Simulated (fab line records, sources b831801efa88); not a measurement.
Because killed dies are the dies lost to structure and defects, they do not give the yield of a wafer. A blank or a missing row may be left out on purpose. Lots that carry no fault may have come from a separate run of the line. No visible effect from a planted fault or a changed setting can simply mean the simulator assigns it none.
Problem report, 8D (eight disciplines) form, completed by code :: flow sky130 :: the parts of the form that need people (team, actions taken, sign-off) are left out

1. WHAT WENT WRONG
Across 9 wafers from 3 lots, LDD_HVN_OVL at SKY_LDD_HVN_OVL_MEAS_07 averages 59.0 nm, while fault-free wafers read 0.3 nm with a standard deviation of 1.2. Measured from the usual mean, that is +49 standard deviations.
The first sign was on wafer L403.2 at day 25 13:29, on overlay-01. Wafers with a number at this step in the record: 36, from 12 lots. By rule, "out" or "out of limits" means more than 4 standard deviations away from the usual mean. Any other wafer with a number is counted as sound.

2. WHAT IT IS, AND WHAT IT ISN'T
question: which readings at this step
is: LDD_HVN_OVL
is not: -

question: which lots
is: L403, L404, L406
is not: L391, L392, L394, L395, L402, L405, L409, L412, L413

question: which wafers of those lots
is: all that have a number
is not: -

question: read on which gauges
is: overlay-01
is not: overlay-02

question: when
is: from day 25 13:29
is not: up to then (15 sound wafers); but 12 sound wafers of L405, L409, L412, L413 came after

3. WHAT RULES OUT EACH SUSPECT
Counting: any tool at a process step up to the reading is kept as a suspect provided that every lot that is out went through it and no sound lot did after the first of them.
- the gauge at SKY_LDD_HVN_OVL_MEAS_07: kept. All the wafers that are out were read on overlay-01, and no step on other tools shows them out.
- ilineStepper-02 at SKY_LDD_HVN_EXPOSE_04 (exposes mask HVNTM, target cd 700 nm): kept. It processed each lot that is out, first L403 at day 24 23:19, and no sound lot thereafter; up to then, the last sound lot it processed was L394 at day 21 10:49.
Remaining after the count are ilineStepper-02 at SKY_LDD_HVN_EXPOSE_04 and overlay-01 at SKY_LDD_HVN_OVL_MEAS_07.

4. THE CAUSE (what the simulator had put in)
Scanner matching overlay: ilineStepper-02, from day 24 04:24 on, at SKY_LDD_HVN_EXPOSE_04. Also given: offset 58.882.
This tool is one of the 2 suspects left after counting.

5. SEQUENCE OF EFFECTS, ordered by route
Each row: a reading where the mean over the struck wafers with a number is more than 3 standard deviations away from the usual. Scope: only readings with a usual standard deviation given in the record; hours: median across lots of the time from each lot's start at the first step in this table that gives one to its start at this step; sigmas: change in usual standard deviations.
hours: 0
step: SKY_LDD_HVN_OVL_MEAS_07
reading: LDD_HVN_OVL
usual: 0.3 nm
on struck wafers: 59.0
change: +58.7
sigmas: +49

6. HOW IT WOULD HAVE BEEN CAUGHT EARLIER
In this record the first reading out of limits at a measuring or inspecting step was taken at day 25 13:29, 33 hours after the fault began at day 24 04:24.
Tool readings at SKY_LDD_HVN_EXPOSE_04 with a usual standard deviation given in the record: none out on any struck wafer, hence no alarm at a limit of 4 standard deviations on them.
Of the lots that are out (3), L406 began SKY_LDD_HVN_EXPOSE_04 on ilineStepper-02 after day 25 13:29. Holding the tool at that time would have saved it.
